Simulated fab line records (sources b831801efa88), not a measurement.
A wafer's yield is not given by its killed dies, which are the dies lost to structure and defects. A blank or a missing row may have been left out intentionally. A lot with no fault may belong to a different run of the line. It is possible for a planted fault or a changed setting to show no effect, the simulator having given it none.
Which of the tools did it? :: flow sky130 :: 15 lots, 42 wafers sampled, at 2 steps of a route of 708

WHAT THE GAUGES READ, wafer by wafer
SKY_VT_ADJUST_HVTR_TW_MEAS_11.
lot: L121
measured: day 9 11:52
on: film_metro-03
VT_ADJUST_HVTR_TW: 208.9 210.6 210.4

lot: L122
measured: day 9 19:35
on: film_metro-02
VT_ADJUST_HVTR_TW: 211.7 212.3 211.6

lot: L123
measured: day 10 06:23
on: film_metro-04
VT_ADJUST_HVTR_TW: 212.5 212.2 212.0

lot: L124
measured: day 10 12:32
on: film_metro-02
VT_ADJUST_HVTR_TW: 213.8 213.1 212.5

lot: L125
measured: day 10 18:19
on: film_metro-04
VT_ADJUST_HVTR_TW: 212.0 211.8 212.8

lot: L127
measured: day 11 05:26
on: film_metro-04
VT_ADJUST_HVTR_TW: 211.4 211.5 212.1

lot: L132
measured: day 12 19:28
on: film_metro-03
VT_ADJUST_HVTR_TW: 209.6 195.0

lot: L133
measured: day 13 03:31
on: film_metro-04
VT_ADJUST_HVTR_TW: 197.7 211.6

lot: L134
measured: day 13 09:04
on: film_metro-03
VT_ADJUST_HVTR_TW: 195.8 195.6

lot: L139
measured: day 15 02:29
on: film_metro-04
VT_ADJUST_HVTR_TW: 210.6 211.7 211.6

lot: L140
measured: day 15 07:37
on: film_metro-03
VT_ADJUST_HVTR_TW: 208.0 209.3 207.8

lot: L141
measured: day 15 13:28
on: film_metro-02
VT_ADJUST_HVTR_TW: 213.2 212.9 213.5

lot: L142
measured: day 16 00:51
on: film_metro-04
VT_ADJUST_HVTR_TW: 209.6 210.2 209.8

lot: L143
measured: day 16 05:16
on: film_metro-03
VT_ADJUST_HVTR_TW: 209.4 209.7 210.1

lot: L144
measured: day 16 16:32
on: film_metro-04
VT_ADJUST_HVTR_TW: 209.7 211.0 209.7

TOOL THAT RAN EACH LOT (tool first, then ch and the chambers of the sampled wafers, then the start)
lot: L121
SKY_VT_ADJUST_HVTR_IMPLANT_09: implanter-03 ch 0, day 9 11:37

lot: L122
SKY_VT_ADJUST_HVTR_IMPLANT_09: implanter-01 ch 0, day 9 19:22

lot: L123
SKY_VT_ADJUST_HVTR_IMPLANT_09: implanter-02 ch 0, day 10 06:08

lot: L124
SKY_VT_ADJUST_HVTR_IMPLANT_09: implanter-01 ch 0, day 10 12:19

lot: L125
SKY_VT_ADJUST_HVTR_IMPLANT_09: implanter-03 ch 0, day 10 18:04

lot: L127
SKY_VT_ADJUST_HVTR_IMPLANT_09: implanter-03 ch 0, day 11 05:12

lot: L132
SKY_VT_ADJUST_HVTR_IMPLANT_09: implanter-03 ch 0, day 12 19:14

lot: L133
SKY_VT_ADJUST_HVTR_IMPLANT_09: implanter-03 ch 0, day 13 03:16

lot: L134
SKY_VT_ADJUST_HVTR_IMPLANT_09: implanter-03 ch 0, day 13 08:49

lot: L139
SKY_VT_ADJUST_HVTR_IMPLANT_09: implanter-02 ch 0, day 15 02:15

lot: L140
SKY_VT_ADJUST_HVTR_IMPLANT_09: implanter-01 ch 0, day 15 07:22

lot: L141
SKY_VT_ADJUST_HVTR_IMPLANT_09: implanter-02 ch 0, day 15 13:13

lot: L142
SKY_VT_ADJUST_HVTR_IMPLANT_09: implanter-01 ch 0, day 16 00:37

lot: L143
SKY_VT_ADJUST_HVTR_IMPLANT_09: implanter-01 ch 0, day 16 05:02

lot: L144
SKY_VT_ADJUST_HVTR_IMPLANT_09: implanter-03 ch 0, day 16 16:18
- SKY_VT_ADJUST_HVTR_IMPLANT_09

WHAT THE TOOLS THEMSELVES READ (means of the sampled wafers that have a number; where no wafer has one, the mark that the record gives instead)
SKY_VT_ADJUST_HVTR_IMPLANT_09.
lot: L121
tool: implanter-03
beam_on_s (s): 10.09
dose_ions_cm2: 2.0985e+12
faraday_current_uA: 11.72

lot: L122
tool: implanter-01
beam_on_s (s): 9.85
dose_ions_cm2: 2.0988e+12
faraday_current_uA: 12.08

lot: L123
tool: implanter-02
beam_on_s (s): 10.27
dose_ions_cm2: 2.1025e+12
faraday_current_uA: 11.51

lot: L124
tool: implanter-01
beam_on_s (s): 9.86
dose_ions_cm2: 2.1001e+12
faraday_current_uA: 11.98

lot: L125
tool: implanter-03
beam_on_s (s): 10.04
dose_ions_cm2: 2.1007e+12
faraday_current_uA: 11.77

lot: L127
tool: implanter-03
beam_on_s (s): 10.03
dose_ions_cm2: 2.1008e+12
faraday_current_uA: 11.79

lot: L132
tool: implanter-03
beam_on_s (s): 8.89
dose_ions_cm2: 2.1026e+12
faraday_current_uA: 13.58

lot: L133
tool: implanter-03
beam_on_s (s): 8.98
dose_ions_cm2: 2.1022e+12
faraday_current_uA: 13.52

lot: L134
tool: implanter-03
beam_on_s (s): 7.75
dose_ions_cm2: 2.0976e+12
faraday_current_uA: 15.29

lot: L139
tool: implanter-02
beam_on_s (s): 10.07
dose_ions_cm2: 2.0982e+12
faraday_current_uA: 11.77

lot: L140
tool: implanter-01
beam_on_s (s): 9.87
dose_ions_cm2: 2.1004e+12
faraday_current_uA: 12.03

lot: L141
tool: implanter-02
beam_on_s (s): 10.09
dose_ions_cm2: 2.1002e+12
faraday_current_uA: 11.78

lot: L142
tool: implanter-01
beam_on_s (s): 10.11
dose_ions_cm2: 2.0968e+12
faraday_current_uA: 11.75

lot: L143
tool: implanter-01
beam_on_s (s): 10.01
dose_ions_cm2: 2.1003e+12
faraday_current_uA: 11.82

lot: L144
tool: implanter-03
beam_on_s (s): 10.11
dose_ions_cm2: 2.1024e+12
faraday_current_uA: 11.70

THE ANSWER, worked out from the rows above alone
Rule: what is usual is taken from the lots themselves. Put in order of their means at a reading, lots are off if they are a third of the lots or fewer, leave a main group of 4 or more, and stand apart from it by a gap of 3 or more times the standard deviation of the main group's means; of several such gaps the widest counts. The tables above print the reading to a certain number of digits; a main group whose means all agree to those digits is not used. A lot without any number at a reading at which 4 lots or more have one is off too. The other lots that the step has rows for count as sound. The gauges are gone through in route order, then the tools' own readings, and for those a lot's mean is taken as printed above. The first step at which some lot is off is used, and at that step the reading that is off furthest; a lot without a number counts as furthest.
Off at SKY_VT_ADJUST_HVTR_IMPLANT_09 (faraday_current_uA): L132, L133, L134. The main group has a mean of 11.81 with a standard deviation of 0.15.
If a tool, at that step or one of the process steps before it, ran each lot that is off and ran no sound lot following the first of them, it fits. No candidate that was tried fits.

WHAT THE SIMULATOR PUT IN
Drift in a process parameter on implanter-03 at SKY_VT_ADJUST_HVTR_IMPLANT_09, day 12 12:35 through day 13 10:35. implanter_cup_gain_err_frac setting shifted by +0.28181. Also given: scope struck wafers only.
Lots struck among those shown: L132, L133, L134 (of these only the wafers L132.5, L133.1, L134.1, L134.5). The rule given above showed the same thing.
